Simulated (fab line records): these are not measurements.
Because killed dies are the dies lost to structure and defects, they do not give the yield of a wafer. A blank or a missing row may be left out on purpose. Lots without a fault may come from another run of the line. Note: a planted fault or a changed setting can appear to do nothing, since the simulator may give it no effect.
2 desks looking at one fault / flow sky130 / numbers are kept per desk, each desk with only its own; the story behind them comes last

== FOR THE TOOL OWNER'S DESK: implanter-04 ==
For each lot that ran on this tool, the mean over its sampled wafers that have a number, from the tool's own readings at SKY_NWELL_IMPLANT_24. Any lot whose mean is over 4 standard deviations away from the usual mean is out of limits and marked OUT; that distance is given in the brackets.
Columns: A = dose_ions_cm2 at SKY_NWELL_IMPLANT_24, usual 9.199e+12; B = faraday_current_uA at SKY_NWELL_IMPLANT_24, usual 51.8
lot=L573; first seen here=day 6 00:05; A=9.197e+12; B=50.9
lot=L575; first seen here=day 6 13:46; A=9.196e+12; B=50.9
lot=L576; first seen here=day 6 19:14; A=9.201e+12; B=52.4
lot=L578; first seen here=day 7 06:03; A=9.190e+12; B=51.5
lot=L579; first seen here=day 7 14:14; A=9.196e+12; B=50.6
lot=L580; first seen here=day 7 23:56; A=9.188e+12; B=52.5
lot=L586; first seen here=day 9 09:43; A=9.200e+12; B=52.3
lot=L587; first seen here=day 10 00:08; A=9.020e+12 (-16) OUT; B=50.3
lot=L591; first seen here=day 10 15:07; A=9.021e+12 (-16) OUT; B=51.1
Finding of this desk: L587, L591 out of limits; the first was L587 at day 10 00:08, on dose_ions_cm2 at SKY_NWELL_IMPLANT_24. Within limits: L573, L575, L576, L578, L579, L580, L586.

== FROM THE METROLOGY DESK ==
What the gauges read for every lot (on any tool): the sampled wafers with a number, averaged. Any lot whose mean is over 4 standard deviations away from the usual mean is out of limits and marked OUT; that distance is given in the brackets.
Columns: A = NWELL_00_OVL at SKY_NWELL_OVL_MEAS_10, usual 0.0 nm; B = VT_ADJUST_HVTP_OVL at SKY_VT_ADJUST_HVTP_OVL_MEAS_08, usual 0.1 nm
lot=L573; first seen here=day 5 05:14; A=0.1; B=0.0
lot=L575; first seen here=day 5 17:58; A=-0.4; B=1.3
lot=L576; first seen here=day 6 00:29; A=-0.8; B=-2.5
lot=L577; first seen here=day 6 05:20; A=-0.3; B=1.6
lot=L578; first seen here=day 6 10:35; A=-2.4; B=-1.0
lot=L579; first seen here=day 6 18:11; A=0.6; B=-0.0
lot=L580; first seen here=day 7 03:32; A=-0.2; B=0.6
lot=L581; first seen here=day 7 04:11; A=-0.9; B=-0.2
lot=L586; first seen here=day 8 11:53; A=-1.5; B=-0.5
lot=L587; first seen here=day 8 22:51; A=2.4; B=-1.9
lot=L588; first seen here=day 8 23:05; A=-1.1; B=-0.4
lot=L591; first seen here=day 9 16:19; A=1.4; B=2.5
lot=L593; first seen here=day 10 02:17; A=0.8; B=0.1
This desk found nothing out of limits on any of the 13 lots.

== PUT TOGETHER ==
On L587, L591, at day 10 00:08, an alarm was possible from the tool owner's desk.
From the metrology desk's view, nothing was out of limits.
The metrology desk holds a record of L587, L591, inside its limits.
Every lot named ran SKY_NWELL_IMPLANT_24 on implanter-04.

== WHAT WAS PUT IN BY THE SIMULATOR ==
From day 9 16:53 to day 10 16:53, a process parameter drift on implanter-04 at SKY_NWELL_IMPLANT_24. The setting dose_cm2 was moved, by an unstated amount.
Struck lots among those shown: L587, L591.
Time in hours from fault onset to the first out-of-limits reading at each desk: the tool owner's desk, 7.
